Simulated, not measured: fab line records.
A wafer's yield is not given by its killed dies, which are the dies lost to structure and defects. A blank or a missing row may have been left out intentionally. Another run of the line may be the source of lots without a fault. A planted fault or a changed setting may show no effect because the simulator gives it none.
Comparing a struck lot with a sound one | flow sky130 | 14 out of 708 route steps
Sound: these wafers, L434.2, L434.3, L434.6. The struck wafers were L437.1, L437.2, L437.5. The cause comes at the end.
At each step with rows: each side's tool, then ch and its chambers, then its first start. Under that, the readings that differ: sound wafers | struck wafers | difference of the means | sigmas: that difference in standard deviations of wafers without a fault.
alike: readings whose means differ by less than 2 such deviations, and words and numbers that are the same on both sides. not compared: withheld readings, readings that some wafer has no value for, bounds like >300 that may hide the same value, and numbers for which the record gives no deviation and whose values overlap.
The two part at a step that has a row with sigmas, a row that says differs or no value, or rows on one side only. Non-overlapping numbers with no deviation appear without sigmas and do not part them. A reading that every wafer of one side lacks parts them only if that side has two wafers or more.

first, 2 steps without rows for these wafers: SKY_METAL1_CLEAN_23 (cleans in O3/DIW); SKY_VIA1_HDPCVD_00 (deposits SiO2, target thk 1030 nm, time 171.7 s).
SKY_VIA1_THK_MEAS_01:
  struck on film-metro-04, day 37 10:53; sound on film-metro-03, day 36 15:31
  alike: VIA1_HDPCVD_THK
SKY_VIA1_CMP_02: polishes SiO2.
  sound on cmp-02 ch 0,1, day 36 15:37; struck on cmp-01 ch 1,2, day 37 10:57
  alike: motor-current-A
SKY_VIA1_BOW_MEAS_03:
  struck on film-metro-04, day 37 11:15; sound on film-metro-01, day 36 15:53
  alike: VIA1_BOW
then, 7 steps without rows for these wafers: SKY_VIA1_DEHYDRATE_04 (time 60 s); SKY_VIA1_HMDS_05 (prime time 60 s); SKY_VIA1_COAT_06 (resist thk 60 nm); SKY_VIA1_COAT_07 (resist thk 450 nm); SKY_VIA1_SOFTBAKE_08 (time 90 s); SKY_VIA1_EXPOSE_09 (exposes mask VIM, target cd 150 nm); SKY_VIA1_PEB_10.
SKY_VIA1_DEVELOP_11: develop time 60 s.
  struck on litho-track-01, day 38 12:00; sound on litho-track-01 ch 0, day 37 18:00
  no value came back on the struck wafers for chill-plate-temp-C (C), develop-time-s (s), developer-temp-C (C); on the sound wafers chill-plate-temp-C (C) reads 22.98 22.97 23.02
  reading                                     | sound             | struck            | difference | sigmas
  model.KrF-thick_of_VIA1_COAT_07.thk-nm (nm) | 434.1 434.1 433.3 | 450.7 450.2 450.4 | +16.6      |
SKY_VIA1_CD_MEAS_12 targets a cd of 150 nm.
  struck on cd-sem-01, day 38 13:07; sound on cd-sem-01, day 37 18:14
  reading    | sound             | struck | difference                    | sigmas
  cd-nm (nm) | 150.0 149.7 149.8 | - - -  | no value on the struck wafers |

WHERE THEY PART
First at SKY_VIA1_DEVELOP_11; last, within this record, at SKY_VIA1_CD_MEAS_12.

WHY: what had been put in by the simulator
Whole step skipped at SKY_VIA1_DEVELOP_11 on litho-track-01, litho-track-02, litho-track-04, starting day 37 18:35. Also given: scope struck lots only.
